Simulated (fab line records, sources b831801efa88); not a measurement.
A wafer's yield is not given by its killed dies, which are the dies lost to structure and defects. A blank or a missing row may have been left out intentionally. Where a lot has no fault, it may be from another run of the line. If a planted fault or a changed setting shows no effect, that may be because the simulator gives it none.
Comparing a struck lot with a sound one || flow sky130 || 17 out of 708 route steps
Sound: the wafers L335.2, L335.3, L335.5. Struck: wafers L339.1, L339.2, L339.6. The cause is named last.
At each step with rows: each side's tool, then ch and its chambers, then its first start. Under that, the readings that differ: sound wafers || struck wafers || difference of the means || sigmas: that difference in standard deviations of wafers without a fault.
alike: readings whose means differ by less than 2 such deviations, and words and numbers that are the same on both sides. not compared: withheld readings, readings that some wafer has no value for, bounds like >300 that may hide the same value, and numbers for which the record gives no deviation and whose values overlap.
The two part at a step that has a row with sigmas, a row that says differs or no value, or rows on one side only. When numbers do not overlap yet have no deviation, they are printed without sigmas and do not part them. A reading missing from all wafers of one side parts the sides only when that side holds two or more wafers.

first, 1 step without rows for these wafers: SKY_LDD_N_IMPLANT_15.
SKY_LDD_N_STRIP_16: strips in O2/N2.
  sound on plasma asher-01 ch 0,1, day 20 13:46; struck on plasma asher-04 ch 0,1, day 22 03:31
  alike: drypump motor current A, oes product au, strip time to endpoint s
  not compared: rf hours counter h
SKY_LDD_N_TW_MEAS_17:
  struck on film metro-01, day 22 03:37; sound on film metro-02, day 20 13:52
  alike: LDD_N_TW
then, 7 steps without rows for these wafers: SKY_LDD_P_DEHYDRATE_00 (time 60 s); SKY_LDD_P_HMDS_01 (prime time 60 s); SKY_LDD_P_COAT_02 (resist thk 1140 nm); SKY_LDD_P_SOFTBAKE_03 (time 60 s); SKY_LDD_P_EXPOSE_04 (exposes mask PSDM, target cd 380 nm); SKY_LDD_P_PEB_05; SKY_LDD_P_DEVELOP_06 (develop time 60 s).
SKY_LDD_P_CD_MEAS_07: the cd target is 380 nm.
  struck on cd sem-01, day 23 09:43; sound on cd sem-01, day 21 20:15
{"reading": "cd nm (nm)", "sound": "380.2 382.3 380.4", "struck": "376.0 374.7 377.8", "difference": -4.8, "sigmas": -2}
SKY_LDD_P_OVL_MEAS_08:
  struck on overlay-02, day 23 09:50; sound on overlay-02, day 21 20:22
  alike: LDD_P_OVL
SKY_LDD_P_IMPLANT_09:
  sound on implanter-01 ch 0, day 21 20:25; struck on implanter-01 ch 0, day 23 09:52
{"reading": "dose ions cm2", "sound": "9.996e+12 9.989e+12 9.996e+12", "struck": "1.4806e+13 1.4812e+13 1.4814e+13", "difference": "+4.8170e+12", "sigmas": "+99 or more"}
{"reading": "faraday current uA", "sound": "55.6 57.7 55.8", "struck": "84.4 85.7 81.6", "difference": "+27.5", "sigmas": "+25"}
SKY_LDD_P_STRIP_10: strips in O2/N2.
  sound on plasma asher-02 ch 0, day 21 20:32; struck on plasma asher-04 ch 0,1, day 23 10:01
  alike: drypump motor current A, oes product au, strip time to endpoint s
  not compared: rf hours counter h
SKY_LDD_P_TW_MEAS_11:
  struck on film metro-02, day 23 10:07; sound on film metro-02, day 21 20:39
{"reading": "LDD_P_TW", "sound": "632 634 637", "struck": "717 721 719", "difference": "+85", "sigmas": "+26"}
then, 1 step without rows for these wafers: SKY_LDD_HVN_DEHYDRATE_00 (time 60 s).
-- the record jumps here: 25 days lie between the struck wafers' starts before and after (it left off in module LDD_HVN and takes up again in module PAD_OPEN, whose first step shown is number 708 of the route) --
SKY_PAD_OPEN_PROBE_99:
  struck on prober-02, day 48 15:48; sound on prober-01, day 47 18:20
{"reading": "model.etest.tip p.rs ohm sq", "sound": "6855 6816 6887", "struck": "5004 5038 5013", "difference": -1834, "sigmas": ""}
{"reading": "model.etest.pfet_01v8.r on ohm um", "sound": "2881 2933 2905", "struck": "2748 2700 2772", "difference": -166, "sigmas": ""}
{"reading": "model.etest.pfet_01v8.drive ua um", "sound": "195.2 189.1 191.1", "struck": "203.8 209.6 204.4", "difference": "+14.1", "sigmas": ""}
{"reading": "model.etest.sram pfet latch.drive ua um", "sound": "139.6 142.8 142.7", "struck": "153.6 154.3 153.8", "difference": "+12.2", "sigmas": ""}
{"reading": "model.etest.pfet_01v8_hvt.drive ua um", "sound": "144.8 142.2 143.2", "struck": "152 156.8 152.2", "difference": "+10", "sigmas": ""}
{"reading": "model.etest.pfet_01v8.off log10 a um", "sound": "-9.822 -9.882 -9.671", "struck": "-9.284 -8.863 -9.219", "difference": "+0.670", "sigmas": ""}
{"reading": "model.etest.sram pfet latch.off log10 a um", "sound": "-12.92 -12.7 -12.58", "struck": "-12.41 -12.14 -12.29", "difference": "+0.45", "sigmas": ""}
{"reading": "model.etest.pfet_01v8_hvt.off log10 a um", "sound": "-13.09 -13.2 -12.96", "struck": "-12.73 -12.76 -12.88", "difference": "+0.29", "sigmas": ""}
  alike: killed_at_M0_to_M3, killed_at_M4_up, killed at contacts, killed at front end, killed at other, killed dies, killed open, killed short

== WHERE THEY PART ==
First at SKY_LDD_P_CD_MEAS_07; last, within this record, at SKY_LDD_P_TW_MEAS_11. Later steps at which nothing parts them and some readings are alike: SKY_PAD_OPEN_PROBE_99.

WHY: whatever the simulator had introduced
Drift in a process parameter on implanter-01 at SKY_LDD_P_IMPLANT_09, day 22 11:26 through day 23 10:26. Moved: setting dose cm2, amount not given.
